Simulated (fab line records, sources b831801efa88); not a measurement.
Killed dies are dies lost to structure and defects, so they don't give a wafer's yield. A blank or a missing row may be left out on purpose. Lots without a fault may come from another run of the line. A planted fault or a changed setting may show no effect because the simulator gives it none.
fab line records | flow gf180mcu
record lots=5 wafers=15 last_day=33
route steps=602 shown V1@340 M2@362
lots that met no fault: from a run of the same line without faults
start_h: hours from the record's first day to the start of the lot's first wafer shown | wait_h: hours since the lot's step before | " the same as in the row above | L1.1+2: a row that stands for several wafers | - no value, or no start given | * or withheld: withheld | < > ~ a bound
route shown NAME@n: a module of which the file shows steps, and the number in the route of the first | usual: mean/standard deviation of fault-free wafers | same: alike in all rows | chamber/n: place in a boat | sites: the reading at each site | _std_site: their standard deviation | _edge_site: outer sites' mean less inner sites' | radius_mm: how far each site lies from the wafer's centre | mask NAME#n: copy n | behind: the tool/chamber that last shaped the wafer | hold: why the lot was held/for how many hours/how that ended | device: the transistor (n, p or np) that didn't switch | end of line: the same wafers' tests at the end of the route | a step without rows: its recipe alone | killed: dies lost to structure and defects at the first sort, not the wafer's yield | map: a wafer's dies, x killed, . not, _ none there
set.NAME: the setting as run; set.NAME@STEP: as run at that earlier step | model.NAME: the simulator's own value behind a step, which no gauge read
lots at some steps of the route; a table a step, a row a wafer
services: from which hour (start_h, from the record's first day; less than 0 if before it) a tool's chamber was out of use, for how many hours, and why
## steps
# step GF_V1_BOW_MEAS_05
# recipe mode=bow
# usual V1_BOW=82/7
# columns lot.wafer tool chamber start_h wait_h V1_BOW[um]
L076.1 film_metro-04 - 406.44 0.2 80
L076.4 " - " " 80
L076.5 " - " " 79
L078.2 film_metro-02 - 426.52 0.2 80
L078.4 " - " " 84
L078.6 " - " " 72
L079.4 film_metro-02 - 436.55 0.2 96
L079.5 " - " " 86
L079.6 " - " " 86
L087.2 film_metro-03 - 510.06 0.2 71
L087.4 " - " " 87
L087.6 " - " " 70
L093.2 film_metro-04 - 554.86 0.1 82
L093.5 " - " " 94
L093.6 " - " " 80
# step GF_V1_DEHYDRATE_06
# recipe temp_c=200 time_s=60
# columns lot.wafer tool chamber start_h wait_h
L076.1+4+5 litho_track-04 0 417.85 11.4
L078.2+4+6 litho_track-04 0 438.33 11.8
L079.4+5+6 litho_track-01 0 448.39 11.8
L087.2+4+6 litho_track-03 0 520.99 10.9
L093.2+5+6 litho_track-04 0 565.02 10.1
# step GF_V1_HMDS_07
# recipe prime_time_s=60 prime_temp_c=120
# same prime_time_s=60
# columns lot.wafer tool chamber start_h wait_h
L076.1+4+5 litho_track-04 0 418.00 0.1
L078.2+4+6 litho_track-04 0 438.48 0.1
L079.4+5+6 litho_track-01 0 448.54 0.1
L087.2+4+6 litho_track-03 0 521.14 0.1
L093.2+5+6 litho_track-04 0 565.17 0.1
# step GF_V1_COAT_08
# recipe resist=BARC temp_c=withheld time_s=withheld spin_rpm=withheld resist_thk_nm=withheld
# columns lot.wafer tool chamber start_h wait_h
L076.1+4+5 litho_track-04 0 418.15 0.1
L078.2+4+6 litho_track-04 0 438.63 0.1
L079.4+5+6 litho_track-01 0 448.69 0.1
L087.2+4+6 litho_track-03 0 521.29 0.1
L093.2+5+6 litho_track-04 0 565.32 0.1
# step GF_V1_COAT_09
# recipe resist=KrF spin_rpm=withheld resist_thk_nm=1000
# columns lot.wafer tool chamber start_h wait_h
L076.1+4+5 litho_track-04 0 - -
L078.2+4+6 litho_track-04 0 - -
L079.4+5+6 litho_track-01 0 - -
L087.2+4+6 litho_track-03 0 - -
L093.2+5+6 litho_track-04 0 - -
# step GF_V1_SOFTBAKE_10
# recipe temp_c=130 time_s=60 resist=KrF
# columns lot.wafer tool chamber start_h wait_h
L076.1+4+5 litho_track-04 0 - -
L078.2+4+6 litho_track-04 0 - -
L079.4+5+6 litho_track-01 0 - -
L087.2+4+6 litho_track-03 0 - -
L093.2+5+6 litho_track-04 0 - -
# step GF_V1_EXPOSE_11
# recipe mask_id=Via1 target_cd_nm=260 na=0.68 source_shape=conventional sigma_outer=0.6 dose_mj=38
# usual exposure_dose_mJ_cm2=37.97/0.038
# columns lot.wafer tool chamber start_h wait_h mask exposure_dose_mJ_cm2
L076.1 krf_scanner-02 0 - - Via1#0 38.00
L076.4 " 0 " " Via1#0 37.95
L076.5 " 0 " " Via1#0 37.97
L078.2 krf_scanner-01 0 - - Via1#0 37.96
L078.4 " 0 " " Via1#0 37.92
L078.6 " 0 " " Via1#0 37.97
L079.4 krf_scanner-02 0 - - Via1#0 38.02
L079.5 " 0 " " Via1#0 37.97
L079.6 " 0 " " Via1#0 37.97
L087.2 krf_scanner-02 0 - - Via1#0 38.00
L087.4 " 0 " " Via1#0 37.92
L087.6 " 0 " " Via1#0 37.91
L093.2 krf_scanner-01 0 - - Via1#0 37.98
L093.5 " 0 " " Via1#0 37.92
L093.6 " 0 " " Via1#0 37.94
# step GF_V1_PEB_12
# recipe peb_temp_c=135 peb_time_s=90 resist=KrF
# columns lot.wafer tool chamber start_h wait_h
L076.1+4+5 litho_track-01 0 - -
L078.2+4+6 litho_track-01 0 - -
L079.4+5+6 litho_track-01 0 - -
L087.2+4+6 litho_track-01 0 - -
L093.2+5+6 litho_track-01 0 - -
# step GF_V1_DEVELOP_13
# recipe develop_time_s=60 resist=KrF dev_temp_c=21
# columns lot.wafer tool chamber start_h wait_h
L076.1+4+5 litho_track-01 0 430.22 0.2
L078.2+4+6 litho_track-01 0 451.59 0.2
L079.4+5+6 litho_track-01 0 461.19 0.1
L087.2+4+6 litho_track-01 0 532.94 0.2
L093.2+5+6 litho_track-01 0 576.94 0.2
# step GF_V1_CD_MEAS_14
# recipe target_cd_nm=260
# usual cd_nm=259.9/1
# columns lot.wafer tool chamber start_h wait_h cd_nm
L076.1 cd_sem-02 - 430.37 0.1 258.7
L076.4 " - " " 258.9
L076.5 " - " " 258.5
L078.2 cd_sem-01 - 451.74 0.1 261.1
L078.4 " - " " 260.6
L078.6 " - " " 261.6
L079.4 cd_sem-01 - 461.33 0.1 258.9
L079.5 " - " " 260.4
L079.6 " - " " 259.6
L087.2 cd_sem-02 - 533.08 0.1 258.9
L087.4 " - " " 259.8
L087.6 " - " " 259.1
L093.2 cd_sem-02 - 577.08 0.1 259.6
L093.5 " - " " 260.1
L093.6 " - " " 259.7
# step GF_V1_OVL_MEAS_15
# usual V1_OVL=-2/4.8
# columns lot.wafer tool chamber start_h wait_h V1_OVL[nm]
L076.1 overlay-01 - 430.49 0.1 -2
L076.4 " - " " -2
L076.5 " - " " -2
L078.2 overlay-02 - 451.84 0.1 1
L078.4 " - " " 5
L078.6 " - " " 4
L079.4 overlay-01 - 461.40 0.1 6
L079.5 " - " " 2
L079.6 " - " " 1
L087.2 overlay-02 - 533.19 0.1 -4
L087.4 " - " " -5
L087.6 " - " " 1
L093.2 overlay-01 - 577.19 0.1 -8
L093.5 " - " " -5
L093.6 " - " " -3
# step GF_V1_ETCH_16
# recipe chemistry=N2/H2 target_depth_a=withheld overetch_a=withheld time_s=withheld target=BARC ion_energy_ev=200 source_w=500 bias_w=100 pressure_mtorr=30 n2_flow_sccm=100 h2_flow_sccm=200
# usual drypump_motor_current_A=5.7/0.39 oes_product_au=0.854/0.0045 throttle_valve_pct=13.224/0.01
# columns lot.wafer tool chamber start_h wait_h drypump_motor_current_A oes_product_au throttle_valve_pct
L076.1 rie_diel-04 1 430.52 0.0 6.2 0.853 13.225
L076.4 " 0 " " 5.3 0.856 13.222
L076.5 " 3 " " 5.5 0.855 13.236
L078.2 rie_diel-02 2 451.87 0.0 5.8 0.862 13.215
L078.4 " 3 " " 5.1 0.855 13.211
L078.6 " 1 " " 5.2 0.849 13.221
L079.4 rie_diel-01 1 461.42 0.0 5.7 0.854 13.209
L079.5 " 2 " " 6.3 0.852 13.228
L079.6 " 1 " " 5.7 0.850 13.212
L087.2 rie_diel-01 0 533.22 0.0 5.7 0.862 13.221
L087.4 " 3 " " 5.7 0.848 13.228
L087.6 " 3 " " 5.7 0.844 13.219
L093.2 rie_diel-04 2 577.22 0.0 5.6 0.855 13.211
L093.5 " 2 " " 5.5 0.853 13.231
L093.6 " 3 " " 5.5 0.862 13.222
# step GF_V1_ETCH_17
# recipe chemistry=C4F8/O2/Ar mask_material=KrF target=SiO2 stop_on=TiN source_w=1500 bias_w=1200 pressure_mtorr=40 c4f8_flow_sccm=withheld O2_flow_sccm=6 Ar_flow_sccm=300 time_s=withheld target_depth_a=6300
# usual oes_product_au=0.856/0.0049
# columns lot.wafer tool chamber start_h wait_h oes_product_au
L076.1 rie_diel-04 1 - - 0.859
L076.4 " 0 " " 0.858
L076.5 " 3 " " 0.855
L078.2 rie_diel-02 2 - - 0.853
L078.4 " 3 " " 0.860
L078.6 " 1 " " 0.861
L079.4 rie_diel-01 1 - - 0.864
L079.5 " 2 " " 0.863
L079.6 " 1 " " 0.854
L087.2 rie_diel-01 0 - - 0.857
L087.4 " 3 " " 0.849
L087.6 " 3 " " 0.862
L093.2 rie_diel-04 2 - - 0.858
L093.5 " 2 " " 0.851
L093.6 " 3 " " 0.851
# step GF_V1_STRIP_18
# recipe chemistry=O2/N2 power_w=1400 pressure_mtorr=1500 platen_temp_c=250 o2_flow_sccm=3000 n2_flow_sccm=300 overash_fraction=0.5
# usual drypump_motor_current_A=5.7/0.41 heater_power_w=331/29 oes_product_au=0.593/0.0051
# same overash_fraction=0.5
# columns lot.wafer tool chamber start_h wait_h drypump_motor_current_A heater_power_w oes_product_au rf_hours_counter_h
L076.1 plasma_asher-04 1 430.65 - 5.7 327 0.595 30
L076.4 " 0 " " 6.4 283 0.588 -
L076.5 " 0 " " 6.4 278 0.601 -
L078.2 plasma_asher-01 1 452.00 - 6.0 344 0.594 74
L078.4 " 0 " " 5.2 325 0.591 -
L078.6 " 1 " " 5.9 333 0.593 -
L079.4 plasma_asher-01 1 461.58 - 5.9 346 0.591 -
L079.5 " 1 " " 5.9 341 0.585 -
L079.6 " 0 " " 5.2 328 0.592 -
L087.2 plasma_asher-04 0 533.35 - 6.4 278 0.596 41
L087.4 " 0 " " 6.4 285 0.597 -
L087.6 " 1 " " 5.7 333 0.602 -
L093.2 plasma_asher-02 0 577.35 - 5.9 308 0.602 82
L093.5 " 1 " " 5.4 390 0.593 -
L093.6 " 0 " " 5.9 313 0.593 -
# step GF_V1_STRIP_19
# recipe chemistry=post_etch_residue_remover time_s=1200 temp_c=72.5
# usual bath_heat_duty_pct=14.3/1.5 temp_c=72.49/0.13
# columns lot.wafer tool chamber start_h wait_h bath_heat_duty_pct temp_c
L076.1 wet_bench-02 1 430.75 0.1 15.3 72.51
L076.4 " 1 " " 14.4 72.50
L076.5 " 1 " " 14.5 72.80
L078.2 wet_bench-04 3 452.10 0.1 13.8 72.44
L078.4 " 3 " " 13.6 72.52
L078.6 " 3 " " 13.6 72.67
L079.4 wet_bench-03 2 461.65 0.0 15.8 72.30
L079.5 " 2 " " 13.3 72.37
L079.6 " 2 " " 13.6 72.44
L087.2 wet_bench-02 1 533.45 0.1 15.1 72.40
L087.4 " 1 " " 16.4 72.36
L087.6 " 1 " " 14.0 72.49
L093.2 wet_bench-02 3 577.45 0.1 12.3 72.62
L093.5 " 3 " " 13.8 72.39
L093.6 " 3 " " 12.2 72.42
# step GF_V1_CLEAN_20
# recipe chemistry=DIW dry=n2_spin
# columns lot.wafer tool chamber start_h wait_h
L076.1+4+5 wet_bench-04 3 431.09 0.0
L078.2+4+6 wet_bench-03 2 452.44 0.0
L079.4+5+6 wet_bench-02 1 461.99 0.0
L087.2+4+6 wet_bench-04 1 533.79 0.0
L093.2+5+6 wet_bench-04 2 577.79 0.0
# step GF_V1_SPUTTER_21
# recipe material=Ti target_thk_nm=15 chamber_pressure_pa=5 power_w=2500 substrate_temp_c=200 time_s=80.02
# usual substrate_temp_c=199.99/0.17 throttle_valve_pct=30.2/0.96
# columns lot.wafer tool chamber start_h wait_h substrate_temp_c throttle_valve_pct
L076.1 pvd_sputter-01 - 431.19 0.0 199.98 29.9
L076.4 " - " " 200.10 31.3
L076.5 " - " " 199.76 29.4
L078.2 pvd_sputter-03 - 452.54 0.0 199.75 30.3
L078.4 " - " " 199.89 29.4
L078.6 " - " " 200.28 29.2
L079.4 pvd_sputter-02 - 462.08 0.0 199.90 32.1
L079.5 " - " " 199.99 29.3
L079.6 " - " " 199.78 31.5
L087.2 pvd_sputter-03 - 533.88 0.0 200.32 30.1
L087.4 " - " " 199.94 29.2
L087.6 " - " " 200.37 29.3
L093.2 pvd_sputter-02 - 577.88 0.0 200.04 31.9
L093.5 " - " " 200.19 32.0
L093.6 " - " " 199.82 30.7
# step GF_V1_SPUTTER_22
# recipe material=TiN target_thk_nm=10 chamber_pressure_pa=5 power_w=4000 time_s=40
# usual throttle_valve_pct=30.2/0.97
# columns lot.wafer tool chamber start_h wait_h throttle_valve_pct
L076.1 pvd_sputter-01 - 431.25 0.0 30.1
L076.4 " - " " 31.4
L076.5 " - " " 29.5
L078.2 pvd_sputter-03 - 452.60 0.0 30.2
L078.4 " - " " 29.6
L078.6 " - " " 29.1
L079.4 pvd_sputter-02 - 462.15 0.0 31.9
L079.5 " - " " 29.2
L079.6 " - " " 32.0
L087.2 pvd_sputter-03 - 533.94 0.0 29.9
L087.4 " - " " 29.6
L087.6 " - " " 29.3
L093.2 pvd_sputter-02 - 577.94 0.0 32.0
L093.5 " - " " 31.8
L093.6 " - " " 30.5
# step GF_V1_CVD_23
# recipe material=W target_thk_nm=350 time_s=105.05 temp_c=400 pressure_torr=40
# usual heater_power_w=966/69 susceptor_temp_C=400.03/0.23
# columns lot.wafer tool chamber start_h wait_h heater_power_w susceptor_temp_C
L076.1 cvd_w-02 1 431.29 0.0 916 400.02
L076.4 " 1 " " 917 399.77
L076.5 " 1 " " 896 400.06
L078.2 cvd_w-01 0 452.64 0.0 1093 400.11
L078.4 " 0 " " 1088 400.20
L078.6 " 1 " " 937 400.29
L079.4 cvd_w-01 0 462.22 0.1 1085 399.68
L079.5 " 0 " " 1113 399.46
L079.6 " 1 " " 944 399.85
L087.2 cvd_w-02 0 533.98 0.0 946 399.98
L087.4 " 0 " " 951 399.60
L087.6 " 1 " " 931 399.72
L093.2 cvd_w-02 0 577.98 0.0 942 400.02
L093.5 " 0 " " 945 400.03
L093.6 " 1 " " 927 399.98
# step GF_V1_RS_MEAS_24
# recipe thk_meas_gauge=four-point-probe reads=W_of_V1_CVD_23+TiN_of_V1_SPUTTER_22+Ti_of_V1_SPUTTER_21
# usual V1_W_RS=0.327/0.0057
# columns lot.wafer tool chamber start_h wait_h V1_W_RS[ohm/sq]
L076.1 film_metro-04 - 431.41 0.1 0.323
L076.4 " - " " 0.328
L076.5 " - " " 0.328
L078.2 film_metro-04 - 452.78 0.1 0.330
L078.4 " - " " 0.331
L078.6 " - " " 0.332
L079.4 film_metro-02 - 462.36 0.1 0.329
L079.5 " - " " 0.329
L079.6 " - " " 0.334
L087.2 film_metro-03 - 534.12 0.1 0.319
L087.4 " - " " 0.321
L087.6 " - " " 0.321
L093.2 film_metro-02 - 578.12 0.1 0.320
L093.5 " - " " 0.316
L093.6 " - " " 0.330
# step GF_V1_THK_MEAS_25
# recipe thk_meas_gauge=xrf reads=W_of_V1_CVD_23
# usual V1_W_THK=337/5.8
# columns lot.wafer tool chamber start_h wait_h V1_W_THK[nm]
L076.1 film_metro-04 - 431.53 0.1 343
L076.4 " - " " 339
L076.5 " - " " 339
L078.2 film_metro-04 - 452.89 0.1 336
L078.4 " - " " 335
L078.6 " - " " 335
L079.4 film_metro-02 - 462.45 0.1 333
L079.5 " - " " 332
L079.6 " - " " 328
L087.2 film_metro-03 - 534.23 0.1 347
L087.4 " - " " 342
L087.6 " - " " 346
L093.2 film_metro-02 - 578.23 0.1 340
L093.5 " - " " 343
L093.6 " - " " 330
# step GF_V1_CMP_26
# recipe stop_on=SiO2 down_force_psi=3.5 platen_rpm=60 t_overpolish_s=15 target_thk_nm=0 pad_velocity_m_s=0.94248
# usual motor_current_A=11.0/0.94 overpolish_run_s=15.000/0.01 time_to_endpoint_s=84/3.8
# columns lot.wafer tool chamber start_h wait_h motor_current_A overpolish_run_s time_to_endpoint_s
L076.4 cmp-02 0 431.59 0.0 11.2 15.018 90
L076.1 " 2 " " 10.9 15.010 80
L076.5 " 0 " " 10.9 14.995 91
L078.4 cmp-02 3 452.94 0.0 11.9 15.006 86
L078.2 " 0 " " 11.0 15.005 84
L078.6 " 3 " " 12.6 15.019 83
L079.4 cmp-02 1 462.48 0.0 10.4 14.996 77
L079.6 " 1 " " 10.7 15.007 76
L079.5 " 2 " " 11.4 15.000 76
L087.4 cmp-02 1 534.33 0.1 10.7 15.015 82
L087.2 " 3 " " 11.6 14.985 94
L087.6 " 0 " " 10.5 15.000 87
L093.2 cmp-01 0 578.43 0.2 10.3 14.999 84
L093.5 " 1 " " 9.6 15.003 85
L093.6 " 2 " " 12.2 15.009 84
# step GF_M2_SPUTTER_00
# recipe material=Ti target_thk_nm=37.5 arriving_ion_energy_ev=80 substrate_temp_c=200 chamber_pressure_pa=2 power_w=4000 time_s=150
# usual substrate_temp_c=199.99/0.16 throttle_valve_pct=30.3/1.1
# columns lot.wafer tool chamber start_h wait_h substrate_temp_c throttle_valve_pct
L076.1 pvd_sputter-02 - 431.89 0.1 199.94 29.5
L076.4 " - " " 200.10 31.7
L076.5 " - " " 199.78 30.9
L078.2 pvd_sputter-02 - 453.24 0.2 199.97 32.0
L078.4 " - " " 200.01 31.0
L078.6 " - " " 199.73 29.4
L079.4 pvd_sputter-01 - 462.78 0.2 200.02 31.1
L079.5 " - " " 200.18 29.9
L079.6 " - " " 200.02 29.4
L087.2 pvd_sputter-01 - 534.58 0.1 200.18 31.4
L087.4 " - " " 200.27 29.4
L087.6 " - " " 200.09 29.4
L093.2 pvd_sputter-04 - 578.58 0.1 199.99 27.8
L093.5 " - " " 199.78 28.6
L093.6 " - " " 199.90 27.7
# step GF_M2_SPUTTER_01
# recipe material=TiN target_thk_nm=30 power_w=6500 time_s=25 chamber_pressure_pa=0.4
# usual throttle_valve_pct=30.3/1.1
# columns lot.wafer tool chamber start_h wait_h throttle_valve_pct
L076.1 pvd_sputter-02 - 431.99 0.1 29.3
L076.4 " - " " 32.0
L076.5 " - " " 30.9
L078.2 pvd_sputter-02 - 453.34 0.1 31.7
L078.4 " - " " 30.8
L078.6 " - " " 29.2
L079.4 pvd_sputter-01 - 462.88 0.1 30.6
L079.5 " - " " 29.9
L079.6 " - " " 29.3
L087.2 pvd_sputter-01 - 534.68 0.1 31.9
L087.4 " - " " 29.4
L087.6 " - " " 29.4
L093.2 pvd_sputter-04 - 578.68 0.1 27.6
L093.5 " - " " 28.8
L093.6 " - " " 27.7
# step GF_M2_SPUTTER_02
# recipe material=AlCu target_thk_nm=450 power_w=10600 time_s=23.9 chamber_pressure_pa=0.4
# usual throttle_valve_pct=30.3/1
# columns lot.wafer tool chamber start_h wait_h throttle_valve_pct
L076.1 pvd_sputter-02 - 432.02 0.0 29.1
L076.4 " - " " 31.8
L076.5 " - " " 30.9
L078.2 pvd_sputter-02 - 453.37 0.0 31.9
L078.4 " - " " 31.0
L078.6 " - " " 29.5
L079.4 pvd_sputter-01 - 462.91 0.0 31.0
L079.5 " - " " 30.1
L079.6 " - " " 29.8
L087.2 pvd_sputter-01 - 534.71 0.0 31.5
L087.4 " - " " 29.4
L087.6 " - " " 29.5
L093.2 pvd_sputter-04 - 578.71 0.0 27.9
L093.5 " - " " 28.8
L093.6 " - " " 27.7
# step GF_M2_SPUTTER_03
# recipe material=Ti target_thk_nm=10 substrate_temp_c=300 chamber_pressure_pa=0.3 power_w=3000 time_s=6.7
# usual substrate_temp_c=299.98/0.19 throttle_valve_pct=30.3/1
# columns lot.wafer tool chamber start_h wait_h substrate_temp_c throttle_valve_pct
L076.1 pvd_sputter-02 - 432.05 0.0 299.96 29.4
L076.4 " - " " 300.08 32.0
L076.5 " - " " 299.75 30.8
L078.2 pvd_sputter-02 - 453.40 0.0 299.55 31.8
L078.4 " - " " 299.94 30.9
L078.6 " - " " 299.77 29.3
L079.4 pvd_sputter-01 - 462.94 0.0 300.06 31.0
L079.5 " - " " 300.07 29.9
L079.6 " - " " 299.99 29.5
L087.2 pvd_sputter-01 - 534.74 0.0 299.73 31.5
L087.4 " - " " 299.67 29.6
L087.6 " - " " 299.68 29.4
L093.2 pvd_sputter-04 - 578.74 0.0 300.21 27.5
L093.5 " - " " 299.83 28.9
L093.6 " - " " 299.99 27.7
# step GF_M2_SPUTTER_04
# recipe material=TiN target_thk_nm=50 power_w=6500 time_s=41.7 chamber_pressure_pa=0.4
# usual throttle_valve_pct=30.3/1.1
# columns lot.wafer tool chamber start_h wait_h throttle_valve_pct
L076.1 pvd_sputter-02 - 432.07 0.0 29.2
L076.4 " - " " 32.0
L076.5 " - " " 30.8
L078.2 pvd_sputter-02 - 453.42 0.0 32.1
L078.4 " - " " 31.1
L078.6 " - " " 29.4
L079.4 pvd_sputter-01 - 462.96 0.0 30.8
L079.5 " - " " 30.2
L079.6 " - " " 29.5
L087.2 pvd_sputter-01 - 534.76 0.0 31.4
L087.4 " - " " 29.5
L087.6 " - " " 29.6
L093.2 pvd_sputter-04 - 578.76 0.0 27.9
L093.5 " - " " 28.7
L093.6 " - " " 27.5
# step GF_M2_RS_MEAS_05
# recipe thk_meas_gauge=four-point-probe reads=TiN_of_M2_SPUTTER_04+Ti_of_M2_SPUTTER_03+AlCu_of_M2_SPUTTER_02+TiN_of_M2_SPUTTER_01+Ti_of_M2_SPUTTER_00
# usual M2_ALCU_RS=0.0693/0.00096
# columns lot.wafer tool chamber start_h wait_h M2_ALCU_RS[ohm/sq]
L076.1 film_metro-02 - 432.11 0.0 0.0703
L076.4 " - " " 0.0687
L076.5 " - " " 0.0689
L078.2 film_metro-02 - 453.48 0.0 0.0687
L078.4 " - " " 0.0681
L078.6 " - " " 0.0698
L079.4 film_metro-02 - 463.06 0.1 0.0682
L079.5 " - " " 0.0691
L079.6 " - " " 0.0699
L087.2 film_metro-04 - 534.82 0.0 0.0696
L087.4 " - " " 0.0705
L087.6 " - " " 0.0695
L093.2 film_metro-02 - 578.82 0.0 0.0692
L093.5 " - " " 0.0683
L093.6 " - " " 0.0688
# step GF_M2_THK_MEAS_06
# recipe thk_meas_gauge=xrf reads=AlCu_of_M2_SPUTTER_02
# usual M2_ALCU_THK=450/6.8
# columns lot.wafer tool chamber start_h wait_h M2_ALCU_THK[nm]
L076.1 film_metro-02 - 432.23 0.1 446
L076.4 " - " " 454
L076.5 " - " " 451
L078.2 film_metro-02 - 453.59 0.1 455
L078.4 " - " " 457
L078.6 " - " " 446
L079.4 film_metro-02 - 463.15 0.1 457
L079.5 " - " " 451
L079.6 " - " " 449
L087.2 film_metro-04 - 534.93 0.1 452
L087.4 " - " " 445
L087.6 " - " " 449
L093.2 film_metro-02 - 578.93 0.1 451
L093.5 " - " " 456
L093.6 " - " " 452
# step GF_M2_DEHYDRATE_07
# recipe temp_c=200 time_s=60
# columns lot.wafer tool chamber start_h wait_h
L076.1+4+5 litho_track-01 0 444.07 11.8
L078.2+4+6 litho_track-01 0 464.49 10.9
L079.4+5+6 litho_track-02 0 474.47 11.3
L087.2+4+6 litho_track-04 0 545.77 10.8
L093.2+5+6 litho_track-01 0 588.79 9.9
# step GF_M2_HMDS_08
# recipe prime_time_s=60 prime_temp_c=120
# same prime_time_s=60
# columns lot.wafer tool chamber start_h wait_h
L076.1+4+5 litho_track-01 0 444.22 0.1
L078.2+4+6 litho_track-01 0 464.64 0.1
L079.4+5+6 litho_track-02 0 474.62 0.1
L087.2+4+6 litho_track-04 0 545.92 0.1
L093.2+5+6 litho_track-01 0 588.94 0.1
# step GF_M2_COAT_09
# recipe resist=KrF spin_rpm=withheld resist_thk_nm=1000
# columns lot.wafer tool chamber start_h wait_h
L076.1+4+5 litho_track-01 0 444.37 0.1
L078.2+4+6 litho_track-01 0 464.79 0.1
L079.4+5+6 litho_track-02 0 474.77 0.1
L087.2+4+6 litho_track-04 0 546.07 0.1
L093.2+5+6 litho_track-01 0 589.09 0.1
# step GF_M2_SOFTBAKE_10
# recipe temp_c=130 time_s=60 resist=KrF
# columns lot.wafer tool chamber start_h wait_h
L076.1+4+5 litho_track-01 0 444.52 0.1
L078.2+4+6 litho_track-01 0 464.94 0.1
L079.4+5+6 litho_track-02 0 474.92 0.1
L087.2+4+6 litho_track-04 0 546.22 0.1
L093.2+5+6 litho_track-01 0 589.24 0.1
# step GF_M2_EXPOSE_11
# recipe mask_id=Metal2 target_cd_nm=280 na=0.68 source_shape=conventional sigma_outer=0.6 dose_mj=28
# usual exposure_dose_mJ_cm2=27.974/0.029
# columns lot.wafer tool chamber start_h wait_h mask exposure_dose_mJ_cm2
L076.1 krf_scanner-02 0 - - Metal2#0 27.983
L076.4 " 0 " " Metal2#0 28.012
L076.5 " 0 " " Metal2#0 27.994
L078.2 krf_scanner-01 0 - - Metal2#0 28.006
L078.4 " 0 " " Metal2#0 27.963
L078.6 " 0 " " Metal2#0 27.975
L079.4 krf_scanner-02 0 - - Metal2#0 27.990
L079.5 " 0 " " Metal2#0 27.975
L079.6 " 0 " " Metal2#0 27.985
L087.2 krf_scanner-02 0 - - Metal2#0 27.999
L087.4 " 0 " " Metal2#0 28.039
L087.6 " 0 " " Metal2#0 27.994
L093.2 krf_scanner-01 0 - - Metal2#0 27.965
L093.5 " 0 " " Metal2#0 27.968
L093.6 " 0 " " Metal2#0 27.974
# step GF_M2_PEB_12
# recipe peb_temp_c=135 peb_time_s=90 resist=KrF
# columns lot.wafer tool chamber start_h wait_h
L076.1+4+5 litho_track-02 0 - -
L078.2+4+6 litho_track-02 0 - -
L079.4+5+6 litho_track-01 0 - -
L087.2+4+6 litho_track-02 0 - -
L093.2+5+6 litho_track-04 0 - -
# step GF_M2_DEVELOP_13
# recipe develop_time_s=60 dev_temp_c=21
# columns lot.wafer tool chamber start_h wait_h
L076.1+4+5 litho_track-02 0 456.65 0.2
L078.2+4+6 litho_track-02 0 477.17 0.2
L079.4+5+6 litho_track-01 0 486.89 0.1
L087.2+4+6 litho_track-02 0 557.22 0.2
L093.2+5+6 litho_track-04 0 599.97 0.2
# step GF_M2_CD_MEAS_14
# recipe target_cd_nm=280
# usual cd_nm=279.7/1.3
# columns lot.wafer tool chamber start_h wait_h cd_nm
L076.1 cd_sem-01 - 456.80 0.1 280.0
L076.4 " - " " 280.7
L076.5 " - " " 280.5
L078.2 cd_sem-01 - 477.32 0.1 278.7
L078.4 " - " " 278.9
L078.6 " - " " 279.7
L079.4 cd_sem-02 - 487.03 0.1 278.8
L079.5 " - " " 278.5
L079.6 " - " " 279.6
L087.2 cd_sem-01 - 557.36 0.1 280.4
L087.4 " - " " 280.8
L087.6 " - " " 281.5
L093.2 cd_sem-02 - 600.12 0.1 278.1
L093.5 " - " " 278.4
L093.6 " - " " 277.9
# step GF_M2_OVL_MEAS_15
# usual M2_OVL=-2/4.9
# columns lot.wafer tool chamber start_h wait_h M2_OVL[nm]
L076.1 overlay-02 - 456.92 0.1 -4
L076.4 " - " " -1
L076.5 " - " " -7
L078.2 overlay-02 - 477.42 0.1 -4
L078.4 " - " " 2
L078.6 " - " " 0
L079.4 overlay-01 - 487.10 0.1 4
L079.5 " - " " 3
L079.6 " - " " 1
L087.2 overlay-01 - 557.47 0.1 -2
L087.4 " - " " 0
L087.6 " - " " -4
L093.2 overlay-02 - 600.22 0.1 -5
L093.5 " - " " 1
L093.6 " - " " 0
# step GF_M2_METAL_ETCH_16
# recipe chemistry=Cl2/BCl3 mask_material=KrF target_depth_nm=750.8 stop_on=SiO2 pressure_mtorr=8 icp_w=800 bias_w=140 Cl2_flow_sccm=80 bcl3_flow_sccm=40 time_s=125.1
# usual drypump_motor_current_A=5.9/0.65 oes_product_au=0.990/0.0054 throttle_valve_pct=28.230/0.0096
# columns lot.wafer tool chamber start_h wait_h drypump_motor_current_A oes_product_au rf_hours_counter_h throttle_valve_pct
L076.1 rie_metal-01 1 456.95 0.0 6.3 0.992 0 28.224
L076.4 " 1 " " 6.3 0.995 - 28.214
L076.5 " 1 " " 6.3 0.991 - 28.228
L078.2 rie_metal-01 0 477.45 0.0 5.4 0.985 12 28.241
L078.4 " 0 " " 5.5 0.981 - 28.249
L078.6 " 1 " " 6.3 0.999 - 28.216
L079.4 rie_metal-04 0 487.16 0.1 6.7 0.992 - 28.238
L079.5 " 0 " " 6.8 0.995 - 28.239
L079.6 " 1 " " 4.9 0.986 - 28.221
L087.2 rie_metal-04 0 557.50 0.0 6.7 1.003 7 28.224
L087.4 " 1 " " 4.9 0.996 - 28.235
L087.6 " 0 " " 6.7 0.991 - 28.235
L093.2 rie_metal-01 0 600.25 0.0 5.5 0.994 2 28.228
L093.5 " 0 " " 5.5 0.987 - 28.225
L093.6 " 1 " " 6.3 0.994 - 28.226
## services
# columns tool chamber start_h hours kind
cmp-02 - 404.00 4.0 pm
krf_scanner-01 - 419.08 0.3 repair
pvd_sputter-02 - 423.31 6.9 repair
krf_scanner-01 - 428.85 1.0 pm
krf_scanner-02 - 434.30 0.8 pm
wet_bench-02 - 439.98 1.9 pm
krf_scanner-02 - 455.05 3.6 pm
krf_scanner-01 - 458.61 1.3 pm
krf_scanner-02 - 462.06 0.8 pm
krf_scanner-02 - 464.75 0.9 repair
pvd_sputter-02 - 468.62 5.7 repair
rie_diel-01 3 471.98 7.8 repair
krf_scanner-02 - 475.99 0.1 repair
rie_diel-04 2 481.27 2.9 repair
rie_diel-04 - 484.85 14.6 pm
rie_diel-01 - 506.97 2.8 pm
krf_scanner-02 - 508.24 1.0 pm
krf_scanner-02 - 526.08 1.3 pm
pvd_sputter-04 - 532.45 2.3 repair
krf_scanner-02 - 561.90 10.3 repair
krf_scanner-02 - 583.59 0.1 repair
pvd_sputter-01 - 592.28 5.3 repair
pvd_sputter-04 - 596.26 1.7 repair
krf_scanner-02 - 599.62 4.0 pm
## key
fault none
